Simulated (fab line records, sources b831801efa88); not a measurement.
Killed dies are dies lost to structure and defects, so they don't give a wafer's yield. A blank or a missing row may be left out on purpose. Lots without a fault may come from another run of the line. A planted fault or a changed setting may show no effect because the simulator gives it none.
fab line records | flow sky130
record lots=11 wafers=33 last_day=49
route steps=708 shown CAPM@541 VIA3@586 PAD_OPEN@708
lots that met no fault: from a run of the same line without faults
start_h: hours from the record's first day to the start of the lot's first wafer shown | wait_h: hours since the lot's step before | " the same as in the row above | L1.1+2: a row that stands for several wafers | - no value, or no start given | * or withheld: withheld | < > ~ a bound
route shown NAME@n: a module of which the file shows steps, and the number in the route of the first | usual: mean/standard deviation of fault-free wafers | same: alike in all rows | chamber/n: place in a boat | sites: the reading at each site | _std_site: their standard deviation | _edge_site: outer sites' mean less inner sites' | radius_mm: how far each site lies from the wafer's centre | mask NAME#n: copy n | behind: the tool/chamber that last shaped the wafer | hold: why the lot was held/for how many hours/how that ended | device: the transistor (n, p or np) that didn't switch | end of line: the same wafers' tests at the end of the route | a step without rows: its recipe alone | killed: dies lost to structure and defects at the first sort, not the wafer's yield | map: a wafer's dies, x killed, . not, _ none there
set.NAME: the setting as run; set.NAME@STEP: as run at that earlier step | model.NAME: the simulator's own value behind a step, which no gauge read
steps of the route over a sample of lots; a table a step, a row a wafer
services: from which hour (start_h, from the record's first day; less than 0 if before it) a tool's chamber was out of use, for how many hours, and why
## steps
# step SKY_CAPM_THK_MEAS_04
# recipe thk_meas_gauge=xrf reads=TiN_of_CAPM_SPUTTER_02
# usual CAPM_TIN_THK=206.9/2.3
# columns lot.wafer tool chamber start_h wait_h CAPM_TIN_THK[nm]
L356.1 film_metro-03 - 843.39 0.1 206.1
L356.4 " - " " 205.3
L356.5 " - " " 206.2
L357.1 film_metro-02 - 849.20 0.1 204.6
L357.4 " - " " 207.3
L357.5 " - " " 206.6
L359.1 film_metro-03 - 872.94 0.1 208.1
L359.2 " - " " 210.4
L359.3 " - " " 208.4
L361.1 film_metro-03 - 881.83 0.1 203.1
L361.3 " - " " 204.7
L361.6 " - " " 205.3
L363.1 film_metro-03 - 908.38 0.1 208.1
L363.2 " - " " 207.1
L363.5 " - " " 206.2
L366.1 film_metro-02 - 920.59 0.1 204.4
L366.2 " - " " 206.0
L366.4 " - " " 207.9
L367.3 film_metro-01 - 931.38 0.1 207.4
L367.4 " - " " 207.0
L367.6 " - " " 204.6
L368.1 film_metro-03 - 936.05 0.1 208.6
L368.4 " - " " 207.8
L368.6 " - " " 210.2
L372.1 film_metro-02 - 965.00 0.1 207.8
L372.4 " - " " 208.6
L372.5 " - " " 208.4
L373.1 film_metro-01 - 966.45 0.1 208.6
L373.2 " - " " 210.9
L373.4 " - " " 209.3
L376.1 film_metro-03 - 990.81 0.1 206.4
L376.2 " - " " 206.7
L376.3 " - " " 207.0
# step SKY_VIA3_OVL_MEAS_13
# usual VIA3_OVL=0/5
# columns lot.wafer tool chamber start_h wait_h VIA3_OVL[nm]
L356.1 overlay-01 - 921.33 0.1 -1
L356.4 " - " " -7
L356.5 " - " " 0
L357.1 overlay-01 - 926.93 0.1 0
L357.4 " - " " -2
L357.5 " - " " -1
L359.1 overlay-02 - 948.98 0.1 3
L359.2 " - " " 6
L359.3 " - " " 3
L361.1 overlay-02 - 957.98 0.1 8
L361.3 " - " " 9
L361.6 " - " " 11
L363.1 overlay-01 - 983.58 0.1 -2
L363.2 " - " " -3
L363.5 " - " " -2
L366.1 overlay-01 - 995.93 0.1 -5
L366.2 " - " " -5
L366.4 " - " " 4
L367.3 overlay-01 - 1005.08 0.1 -6
L367.4 " - " " -2
L367.6 " - " " -3
L368.1 overlay-01 - 1010.53 0.1 -6
L368.4 " - " " 6
L368.6 " - " " -4
L372.1 overlay-01 - 1038.03 0.1 4
L372.4 " - " " 4
L372.5 " - " " -1
L373.1 overlay-02 - 1039.28 0.1 2
L373.2 " - " " -3
L373.4 " - " " -3
L376.1 overlay-02 - 1062.08 0.1 10
L376.2 " - " " 1
L376.3 " - " " 5
# step SKY_VIA3_ETCH_15
# recipe target=SiO2 chemistry=C4F8/O2/Ar target_depth_nm=507 stop_on=TiN mask_material=KrF-thick source_w=1500 bias_w=1200 pressure_mtorr=40 c4f8_flow_sccm=withheld O2_flow_sccm=6 Ar_flow_sccm=300 time_s=78
# usual oes_product_au=0.946/0.005
# columns lot.wafer tool chamber start_h wait_h oes_product_au rf_hours_counter_h
L356.1 rie_diel-04 2 921.41 0.0 0.942 11
L356.4 " 0 " " 0.940 20
L356.5 " 3 " " 0.948 -
L357.1 rie_diel-03 1 927.01 0.0 0.938 16
L357.4 " 2 " " 0.951 10
L357.5 " 3 " " 0.950 -
L359.1 rie_diel-02 3 949.06 0.0 0.939 14
L359.2 " 0 " " 0.942 10
L359.3 " 1 " " 0.949 17
L361.1 rie_diel-02 2 958.06 0.0 0.949 4
L361.3 " 3 " " 0.951 15
L361.6 " 2 " " 0.936 -
L363.1 rie_diel-03 3 983.66 0.0 0.951 19
L363.2 " 2 " " 0.956 12
L363.5 " 1 " " 0.935 -
L366.1 rie_diel-04 3 996.01 0.0 0.946 18
L366.2 " 2 " " 0.947 14
L366.4 " 0 " " 0.942 22
L367.3 rie_diel-04 2 1005.14 0.0 0.945 14
L367.4 " 3 " " 0.948 19
L367.6 " 1 " " 0.943 -
L368.1 rie_diel-02 2 1010.61 0.0 0.950 5
L368.4 " 0 " " 0.944 12
L368.6 " 3 " " 0.947 -
L372.1 rie_diel-04 0 1038.11 0.0 0.851 23
L372.4 " 3 " " 0.945 20
L372.5 " 2 " " 0.936 -
L373.1 rie_diel-04 3 1039.36 0.0 0.950 20
L373.2 " 2 " " 0.947 16
L373.4 " 0 " " 0.859 24
L376.1 rie_diel-02 3 1062.16 0.0 0.949 18
L376.2 " 2 " " 0.955 7
L376.3 " 1 " " 0.944 20
# step SKY_VIA3_STRIP_16
# recipe chemistry=O2/N2 power_w=1400 pressure_mtorr=1500 platen_temp_c=withheld o2_flow_sccm=3000 n2_flow_sccm=300 overash_fraction=0.5
# usual drypump_motor_current_A=5.5/0.56 oes_product_au=0.402/0.0048 strip_time_to_endpoint_s=4.121/0.019
# columns lot.wafer tool chamber start_h wait_h drypump_motor_current_A oes_product_au rf_hours_counter_h strip_time_to_endpoint_s
L356.1 plasma_asher-01 0 921.47 0.0 4.9 0.405 46 4.101
L356.4 " 0 " " 4.9 0.399 - 4.084
L356.5 " 1 " " 5.5 0.401 - 4.105
L357.1 plasma_asher-03 0 927.07 0.0 5.7 0.412 82 4.131
L357.4 " 1 " " 4.7 0.403 - 4.132
L357.5 " 1 " " 4.6 0.406 - 4.143
L359.1 plasma_asher-02 1 949.12 0.0 5.8 0.397 24 4.094
L359.2 " 0 " " 6.2 0.404 24 4.101
L359.3 " 1 " " 5.8 0.403 - 4.130
L361.1 plasma_asher-03 1 958.12 0.0 4.6 0.389 85 4.087
L361.3 " 0 " " 5.7 0.400 - 4.108
L361.6 " 1 " " 4.6 0.406 - 4.072
L363.1 plasma_asher-02 0 983.72 0.0 6.2 0.399 27 4.106
L363.2 " 1 " " 5.8 0.401 27 4.116
L363.5 " 1 " " 5.8 0.406 - 4.120
L366.1 plasma_asher-02 0 996.07 0.0 6.2 0.408 29 4.112
L366.2 " 1 " " 5.8 0.401 29 4.137
L366.4 " 0 " " 6.2 0.403 - 4.106
L367.3 plasma_asher-03 1 1005.24 0.1 4.7 0.396 - 4.141
L367.4 " 0 " " 5.7 0.396 - 4.119
L367.6 " 1 " " 4.7 0.396 - 4.125
L368.1 plasma_asher-02 0 1010.67 0.0 6.2 0.400 30 4.120
L368.4 " 0 " " 6.2 0.412 - 4.140
L368.6 " 1 " " 5.8 0.399 - 4.108
L372.1 plasma_asher-03 0 1038.17 0.0 5.7 0.410 93 4.393
L372.4 " 1 " " 4.6 0.400 - 4.106
L372.5 " 0 " " 5.7 0.397 - 4.114
L373.1 plasma_asher-03 0 1039.42 0.0 5.7 0.400 93 4.097
L373.2 " 1 " " 4.6 0.399 93 4.131
L373.4 " 1 " " 4.6 0.412 - 4.378
L376.1 plasma_asher-02 1 1062.22 0.0 5.8 0.401 35 4.121
L376.2 " 0 " " 6.2 0.404 35 4.086
L376.3 " 0 " " 6.2 0.412 - 4.148
# step SKY_VIA3_CMP_24
# recipe stop_on=SiO2 t_overpolish_s=20 down_force_psi=3.5 platen_rpm=60 target_thk_nm=0 pad_velocity_m_s=0.94248
# usual motor_current_A=10.4/0.99
# columns lot.wafer tool chamber start_h wait_h motor_current_A
L356.4 cmp-01 3 922.48 0.0 11.9
L356.1 " 1 " " 8.8
L356.5 " 0 " " 11.3
L357.4 cmp-01 2 928.12 0.0 10.4
L357.1 " 1 " " 9.1
L357.5 " 3 " " 11.1
L359.1 cmp-02 2 950.09 0.1 8.6
L359.2 " 3 " " 10.9
L359.3 " 1 " " 9.9
L361.3 cmp-02 3 959.08 0.0 11.1
L361.1 " 2 " " 9.2
L361.6 " 0 " " 10.5
L363.2 cmp-01 1 984.73 0.1 8.4
L363.1 " 2 " " 10.5
L363.5 " 0 " " 11.3
L366.4 cmp-01 2 997.03 0.0 10.0
L366.1 " 3 " " 11.1
L366.2 " 1 " " 9.0
L367.3 cmp-01 0 1006.19 0.1 12.0
L367.4 " 3 " " 11.5
L367.6 " 0 " " 11.8
L368.1 cmp-01 3 1011.67 0.1 11.2
L368.4 " 0 " " 12.7
L368.6 " 0 " " 11.5
L372.1 cmp-02 0 1039.59 0.1 10.2
L372.4 " 1 " " 10.5
L372.5 " 0 " " 10.5
L373.4 cmp-02 0 1040.80 0.0 10.3
L373.2 " 1 " " 11.1
L373.1 " 3 " " 11.1
L376.2 cmp-01 1 1063.23 0.1 9.0
L376.3 " 2 " " 10.0
L376.1 " 3 " " 11.7
# step SKY_PAD_OPEN_PROBE_99
# usual defect_limited_yield=82.6/1.9 killed_at_M0_to_M3=43/6.9 killed_at_M4_up=3.2/2 killed_at_contacts=25/5.1 killed_at_front_end=15/4.5 killed_at_other=0.2/0.51 killed_dies=85/9.5 killed_on_rim=16/3.7 killed_open=48/6.9 killed_short=38/6.7 sort_bin_3_pad_short=0.8/0.4 sort_bin_5_function=10.2/1.6 sort_bin_6_memory=6.4/1.1 sort_n_pass=407/9.5 sort_yield_pct=82.6/1.9
# same gross_dies=492 killed_at_back_side=0 sort_bin_4_leakage[%]=0 sort_bin_8_speed[%]=0
# columns lot.wafer tool chamber start_h wait_h defect_limited_yield[%] killed_at_M0_to_M3 killed_at_M4_up killed_at_contacts killed_at_front_end killed_at_other killed_dies killed_on_rim killed_open killed_short sort_bin_3_pad_short[%] sort_bin_5_function[%] sort_bin_6_memory[%] sort_n_pass sort_yield_pct[%]
L356.1 prober-02 - 1070.15 0.1 85.4 43 1 17 11 0 72 18 41 31 0.6 8.5 5.5 420 85.4
L356.4 prober-02 - 1070.30 0.2 80.5 45 1 28 22 0 96 22 47 49 0.6 10.4 8.5 396 80.5
L356.5 prober-02 - 1070.35 0.2 81.3 46 2 31 13 0 92 19 54 38 0.6 11.2 6.9 400 81.3
L359.1 prober-01 - 1093.95 0.1 85.2 39 6 21 7 0 73 14 41 32 0.8 8.5 5.5 419 85.2
L359.2 prober-01 - 1094.00 0.1 79.7 41 3 31 25 0 100 25 50 50 0.8 13.2 6.3 392 79.7
L359.3 prober-01 - 1094.05 0.2 83.3 31 3 31 17 0 82 15 49 33 0.6 12.4 3.7 410 83.3
L367.3 prober-01 - 1139.44 0.2 83.5 44 7 20 10 0 81 17 43 38 0.2 11.2 5.1 411 83.5
L367.4 prober-01 - 1139.49 0.2 80.5 43 6 26 21 0 96 20 58 38 0.8 10.2 8.5 396 80.5
L367.6 prober-01 - 1139.59 0.2 78.9 60 2 27 15 0 104 22 56 48 1.0 12.2 7.9 388 78.9
L368.1 prober-02 - 1144.13 0.1 82.9 38 2 24 20 0 84 15 48 36 0.6 8.7 7.7 408 82.9
L368.4 prober-02 - 1144.28 0.2 82.7 39 4 29 13 0 85 20 37 48 1.0 11.0 5.3 407 82.7
L368.6 prober-02 - 1144.38 0.2 79.1 52 5 29 17 0 103 23 53 50 0.4 13.6 6.9 389 79.1
L372.1 prober-02 - 1165.47 0.1 0 446 4 30 12 0 492 96 50 37 1.4 93.5 5.1 0 0
L372.4 prober-02 - 1165.62 0.2 83.9 39 2 15 23 0 79 16 39 40 0.4 9.6 6.1 413 83.9
L372.5 prober-02 - 1165.67 0.2 77.8 59 2 28 20 0 109 14 59 50 1.2 14.0 6.9 383 77.8
L373.1 prober-01 - 1166.97 0.1 81.9 44 5 25 15 0 89 12 41 48 0.2 11.6 6.3 403 81.9
L373.2 prober-01 - 1167.02 0.1 81.7 39 2 28 19 2 90 16 54 36 0.4 10.4 7.5 402 81.7
L373.4 prober-01 - 1167.12 0.2 0 457 4 20 11 0 492 96 52 31 0.2 93.5 6.3 0 0
# killed by level:class
L356.1 VIA1:geometric_particle:open=14 LI_CONTACT:geometric_particle:open=6 METAL2:geometric_particle:short=6 VIA2:geometric_particle:open=6 CONTACT:geometric_particle:open=5 METAL1:geometric_particle:short=5 FIELD_ISO:geometric_particle:short=3 LOCAL_INTERCONNECT:geometric_particle:short=3
L356.4 CONTACT:geometric_particle:open=9 FIELD_ISO:geometric_particle:open=8 VIA1:geometric_particle:open=7 LI_CONTACT:geometric_particle:open=6 LOCAL_INTERCONNECT:geometric_particle:short=6 CONTACT:geometric_particle:short=6 VIA1:geometric_particle:short=6 VIA3:geometric_particle:open=6
L356.5 VIA1:geometric_particle:open=13 LI_CONTACT:geometric_particle:open=11 VIA3:geometric_particle:open=10 CONTACT:geometric_particle:open=6 LOCAL_INTERCONNECT:geometric_particle:short=5 VIA1:geometric_particle:short=5 METAL2:geometric_particle:short=5 CONTACT:geometric_particle:short=4
L359.1 VIA1:geometric_particle:open=12 CONTACT:geometric_particle:open=6 LI_CONTACT:geometric_particle:open=5 VIA2:geometric_particle:open=5 METAL4:geometric_particle:short=5 LOCAL_INTERCONNECT:geometric_particle:short=4 CONTACT:geometric_particle:short=4 METAL1:geometric_particle:short=4
L359.2 CONTACT:geometric_particle:open=12 METAL2:geometric_particle:short=9 POLY_GATE:geometric_particle:open=8 METAL1:geometric_particle:short=7 POLY_GATE:geometric_particle:short=7 VIA3:geometric_particle:open=6 VIA1:geometric_particle:open=6 FIELD_ISO:geometric_particle:short=5
L359.3 CONTACT:geometric_particle:open=13 LI_CONTACT:geometric_particle:open=8 VIA3:geometric_particle:open=8 FIELD_ISO:geometric_particle:open=5 METAL1:geometric_particle:short=5 VIA1:geometric_particle:open=5 FIELD_ISO:geometric_particle:short=4 POLY_GATE:geometric_particle:short=4
L367.3 VIA1:geometric_particle:open=10 CONTACT:geometric_particle:open=7 VIA3:geometric_particle:open=7 METAL2:geometric_particle:short=6 METAL4:geometric_particle:short=5 LOCAL_INTERCONNECT:geometric_particle:short=5 CONTACT:geometric_particle:short=5 VIA1:geometric_particle:short=4
L367.4 VIA1:geometric_particle:open=13 CONTACT:geometric_particle:open=10 VIA3:geometric_particle:open=9 FIELD_ISO:geometric_particle:short=8 LI_CONTACT:geometric_particle:open=8 FIELD_ISO:geometric_particle:open=5 METAL4:geometric_particle:short=5 METAL2:geometric_particle:short=5
L367.6 VIA1:geometric_particle:open=19 VIA2:geometric_particle:open=11 LI_CONTACT:geometric_particle:open=7 CONTACT:geometric_particle:open=7 CONTACT:geometric_particle:short=7 FIELD_ISO:geometric_particle:short=6 METAL3:geometric_particle:short=6 LOCAL_INTERCONNECT:geometric_particle:short=5
L368.1 VIA1:geometric_particle:open=10 LI_CONTACT:geometric_particle:open=8 METAL1:geometric_particle:short=7 FIELD_ISO:geometric_particle:open=6 POLY_GATE:geometric_particle:open=5 CONTACT:geometric_particle:open=5 FIELD_ISO:geometric_particle:short=4 METAL2:geometric_particle:short=4
L368.4 LI_CONTACT:geometric_particle:open=11 VIA1:geometric_particle:short=10 LOCAL_INTERCONNECT:geometric_particle:short=7 METAL1:geometric_particle:short=6 CONTACT:geometric_particle:open=5 METAL2:geometric_particle:short=5 VIA2:geometric_particle:open=5 VIA3:geometric_particle:open=5
L368.6 VIA1:geometric_particle:open=10 METAL1:geometric_particle:short=9 CONTACT:geometric_particle:open=8 LI_CONTACT:geometric_particle:open=7 VIA1:geometric_particle:short=6 METAL2:geometric_particle:short=6 VIA2:geometric_particle:open=6 VIA3:geometric_particle:open=5
L372.1 VIA3:area_etch=405 VIA1:geometric_particle:open=13 CONTACT:geometric_particle:open=11 VIA3:geometric_particle:open=7 LI_CONTACT:geometric_particle:open=6 CONTACT:geometric_particle:short=6 METAL1:geometric_particle:short=6 FIELD_ISO:geometric_particle:short=5
L372.4 FIELD_ISO:geometric_particle:short=8 CONTACT:geometric_particle:open=7 FIELD_ISO:geometric_particle:open=6 VIA1:geometric_particle:short=6 METAL1:geometric_particle:short=6 VIA1:geometric_particle:open=6 VIA2:geometric_particle:open=5 VIA2:geometric_particle:short=4
L372.5 CONTACT:geometric_particle:open=12 VIA3:geometric_particle:open=10 VIA1:geometric_particle:open=10 VIA1:geometric_particle:short=7 METAL1:geometric_particle:short=6 VIA3:geometric_particle:short=6 LI_CONTACT:geometric_particle:open=5 CONTACT:geometric_particle:short=5
L373.1 VIA1:geometric_particle:open=11 VIA1:geometric_particle:short=10 CONTACT:geometric_particle:short=7 CONTACT:geometric_particle:open=7 METAL2:geometric_particle:short=6 LI_CONTACT:geometric_particle:short=4 LI_CONTACT:geometric_particle:open=4 VIA2:geometric_particle:open=4
L373.2 CONTACT:geometric_particle:open=14 VIA1:geometric_particle:open=12 METAL1:geometric_particle:short=8 VIA2:geometric_particle:open=7 FIELD_ISO:geometric_particle:short=6 LI_CONTACT:geometric_particle:open=6 POLY_GATE:geometric_particle:short=4 CONTACT:geometric_particle:short=4
L373.4 VIA3:area_etch=409 VIA1:geometric_particle:open=19 CONTACT:geometric_particle:open=9 VIA2:geometric_particle:open=5 VIA3:geometric_particle:open=4 POLY_GATE:geometric_particle:open=4 LI_CONTACT:geometric_particle:open=4 LOCAL_INTERCONNECT:geometric_particle:short=4
## services
# columns tool chamber start_h hours kind
rie_diel-02 2 900.87 2.8 repair
cmp-01 - 910.76 5.2 pm
plasma_asher-01 - 913.97 2.1 repair
cmp-01 - 915.96 4.0 pm
plasma_asher-02 - 916.39 10.0 pm
cmp-01 - 917.77 2.2 repair
cmp-01 - 919.96 - consumable_replace:conditioner
cmp-01 - 919.96 - consumable_replace:pad
rie_diel-04 - 933.53 2.8 pm
rie_diel-04 - 937.51 0.9 repair
cmp-02 - 945.85 0.9 repair
rie_diel-03 1 960.12 7.7 repair
rie_diel-02 - 962.77 14.6 pm
plasma_asher-03 - 964.60 3.2 repair
cmp-02 - 966.06 0.7 repair
cmp-02 - 992.66 11.0 pm
cmp-02 - 1013.85 0.6 repair
cmp-01 - 1016.67 0.7 repair
cmp-01 - 1035.62 0.4 repair
plasma_asher-01 - 1037.59 4.2 repair
plasma_asher-02 - 1044.17 3.9 repair
rie_diel-04 2 1046.96 8.3 repair
cmp-01 - 1055.95 1.0 repair
cmp-01 - 1060.53 0.9 repair
## key
first_sign step=SKY_VIA3_ETCH_15 reading=oes_product_au direction=down sigmas=18 usual=0.946 struck=0.855
effect step=SKY_VIA3_STRIP_16 reading=strip_time_to_endpoint_s direction=up sigmas=14 usual=* struck=*
effect step=SKY_PAD_OPEN_PROBE_99 reading=killed_at_M0_to_M3 direction=up sigmas=59 usual=43 struck=452
more_kills_born_at SKY_VIA3_ETCH_15@rie_diel-04=814
met_at SKY_VIA3_ETCH_15
struck_lots L372,L373
struck_wafers L372.1,L373.4
later_rows_left_out L372.1,L373.4
not_acting_at SKY_CAPM_THK_MEAS_04,SKY_VIA3_OVL_MEAS_13,SKY_VIA3_CMP_24
onset_between 996.01 1038.11
fault kind=process_parameter_drift tool=rie_diel-04 chamber=0 onset_h=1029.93 steps=SKY_VIA3_ETCH_15 channel=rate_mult offset=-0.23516 shape=step end_h=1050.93
# later_rows_left_out: the simulator's readings of these wafers behind a module that went badly wrong aren't trusted and aren't shown, but for the sort
